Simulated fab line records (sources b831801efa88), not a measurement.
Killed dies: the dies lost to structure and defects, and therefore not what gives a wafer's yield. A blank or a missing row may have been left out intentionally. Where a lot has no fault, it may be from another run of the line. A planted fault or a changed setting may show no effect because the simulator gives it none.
Which of the tools did it? | flow sky130 | 11 lots, 33 wafers sampled, at 4 steps of a route of 708

## WHAT THE GAUGES SHOWED, per wafer
SKY_VT_ADJUST_NCORE_OVL_MEAS_08.
lot  | measured     | on         | VT_ADJUST_NCORE_OVL (nm)
L237 | day 8 19:56  | overlay-02 | 2.6 1.2 1.3
L238 | day 9 01:15  | overlay-01 | -0.4 0.7 2.3
L239 | day 9 04:49  | overlay-01 | 1.3 0.8 0.2
L242 | day 10 07:49 | overlay-02 | 0.7 0.2 0.3
L243 | day 10 17:32 | overlay-01 | -3.2 -2.3 -1.6
L244 | day 10 22:58 | overlay-01 | -1.5 -2.7 -2.1
L245 | day 11 05:27 | overlay-01 | 132.5 130.5 133.3
L246 | day 11 08:14 | overlay-01 | 131.0 132.6 130.5
L248 | day 12 04:39 | overlay-02 | 129.3 130.1 128.2
L250 | day 12 18:19 | overlay-02 | -0.4 0.6 0.3
L254 | day 13 22:48 | overlay-02 | 0.9 -0.1 -1.7

## WHICH TOOL RAN EACH LOT (tool, then ch and the chambers of the sampled wafers, then the start)
lot  | SKY_NWELL_STRIP_14                  | SKY_NWELL_STRIP_25                  | SKY_VT_ADJUST_NCORE_EXPOSE_04
L237 | plasma asher-02 ch 0,1, day 4 20:07 | plasma asher-02 ch 0,1, day 5 13:56 | iline stepper-02 ch 0, day 8 10:16
L238 | plasma asher-02 ch 0,1, day 4 23:44 | plasma asher-02 ch 0,1, day 5 17:19 | iline stepper-02 ch 0, day 8 14:52
L239 | plasma asher-04 ch 0,1, day 5 02:33 | plasma asher-01 ch 0,1, day 5 20:19 | iline stepper-02 ch 0, day 8 18:16
L242 | plasma asher-02 ch 0,1, day 5 23:33 | plasma asher-01 ch 0,1, day 6 18:44 | iline stepper-01 ch 0, day 9 21:04
L243 | plasma asher-04 ch 0,1, day 6 07:29 | plasma asher-02 ch 0,1, day 7 03:22 | iline stepper-01 ch 0, day 10 06:26
L244 | plasma asher-02 ch 0,1, day 6 11:59 | plasma asher-01 ch 0, day 7 07:31   | iline stepper-02 ch 0, day 10 11:57
L245 | plasma asher-04 ch 0,1, day 6 17:56 | plasma asher-01 ch 0,1, day 7 13:43 | iline stepper-02 ch 0, day 10 18:20
L246 | plasma asher-02 ch 0,1, day 6 20:35 | plasma asher-02 ch 0,1, day 7 16:35 | iline stepper-02 ch 0, day 10 20:37
L248 | plasma asher-04 ch 1, day 7 13:31   | plasma asher-04 ch 0,1, day 8 09:59 | iline stepper-02 ch 0, day 11 16:57
L250 | plasma asher-02 ch 0,1, day 8 01:09 | plasma asher-04 ch 0,1, day 8 22:10 | iline stepper-01 ch 0, day 12 06:41
L254 | plasma asher-01 ch 0,1, day 8 23:08 | plasma asher-02 ch 0, day 9 21:10   | iline stepper-01 ch 0, day 13 10:52
- SKY_NWELL_STRIP_14: strips in O2/N2.
- SKY_NWELL_STRIP_25: strips in O2/N2.
- SKY_VT_ADJUST_NCORE_EXPOSE_04: exposes mask LVTN COMPLEMENT THIN, target cd 380 nm.

## THE ANSWER, worked out from the rows above alone
Rule: usual is defined by the lots themselves. Put in order of their means at a reading, lots are off if they are a third of the lots or fewer, leave a main group of 4 or more, and stand apart from it by a gap of 3 or more times the standard deviation of the main group's means; of several such gaps the widest counts. A main group is skipped when, at the precision printed for the reading in the tables above, its means are all equal. Also off: a lot with no number at a reading for which 4 or more lots have one. Where the step has rows for the other lots, those lots are counted as sound.
Off: L245, L246, L248, at SKY_VT_ADJUST_NCORE_OVL_MEAS_08 (VT_ADJUST_NCORE_OVL). Main group: mean -0.1 nm, sd 1.3.
A tool fits if, at a process step before that reading, it ran every lot that is off, and no sound lot after the first of them. Gauges at SKY_VT_ADJUST_NCORE_OVL_MEAS_08: tried the same way as those tools. One candidate fits, namely iline stepper-02 at SKY_VT_ADJUST_NCORE_EXPOSE_04. Its last sound lot is L244 (day 10 11:57), its first lot that is off L245 (day 10 18:20): a fault that began between those two fits.

## WHAT THE SIMULATOR PUT IN
Scanner matching overlay: iline stepper-02, from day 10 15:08 on, at SKY_VT_ADJUST_NCORE_EXPOSE_04. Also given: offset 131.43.
Shown lots that were struck: L245, L246, L248. The same result came from the rule above.
